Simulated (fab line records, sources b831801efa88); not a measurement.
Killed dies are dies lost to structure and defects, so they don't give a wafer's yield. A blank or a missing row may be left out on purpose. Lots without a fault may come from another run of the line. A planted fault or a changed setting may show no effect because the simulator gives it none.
One fault seen from 2 desks | flow gf180mcu | each desk has only its own numbers; what lay behind them comes last

THE TOOL OWNER'S DESK: cmp-01
The tool's own readings at GF_V5_CMP_04 (polishes SiO2): means of the sampled wafers that have a number, for each lot that ran on this tool. A lot is out of limits, marked OUT, if its mean lies more than 4 standard deviations from the usual mean; the brackets give that distance.
Columns: A = motor_current_A at GF_V5_CMP_04, usual 12.5 A
lot  | first seen here | A
L770 | day 26 06:45    | 12.0
L771 | day 26 12:17    | 13.0
L772 | day 26 17:40    | 13.6
L773 | day 27 06:43    | 12.3
L775 | day 27 20:51    | 12.5
L776 | day 28 04:04    | 12.5
L778 | day 29 00:47    | 12.2
L779 | day 29 05:31    | 11.5
L784 | day 30 17:47    | 11.8
L785 | day 30 20:33    | 11.7
This desk's finding: nothing out of limits on any of the 10 lots.

THE METROLOGY DESK
What the gauges read, lot by lot, whatever tool the lot ran on: means of the sampled wafers that have a number. A lot is out of limits, marked OUT, if its mean lies more than 4 standard deviations from the usual mean; the brackets give that distance.
Columns: A = V4_BOW at GF_V4_BOW_MEAS_05, usual 134 um
lot  | first seen here | A
L770 | day 23 09:20    | 142
L771 | day 23 14:27    | 131
L772 | day 23 21:08    | 138
L773 | day 24 11:52    | 128
L775 | day 25 02:02    | 136
L776 | day 25 11:02    | 137
L777 | day 25 17:04    | 127
L778 | day 26 07:20    | 132
L779 | day 26 14:32    | 143
L784 | day 28 05:23    | 141
L785 | day 28 09:43    | 140
L790 | day 29 17:08    | 153
L792 | day 30 06:29    | 126
This desk's finding: nothing out of limits on any of the 13 lots.

PUT TOGETHER
The tool owner's desk saw nothing out of limits.
The metrology desk saw nothing out of limits.

WHAT THE SIMULATOR HAD PUT IN
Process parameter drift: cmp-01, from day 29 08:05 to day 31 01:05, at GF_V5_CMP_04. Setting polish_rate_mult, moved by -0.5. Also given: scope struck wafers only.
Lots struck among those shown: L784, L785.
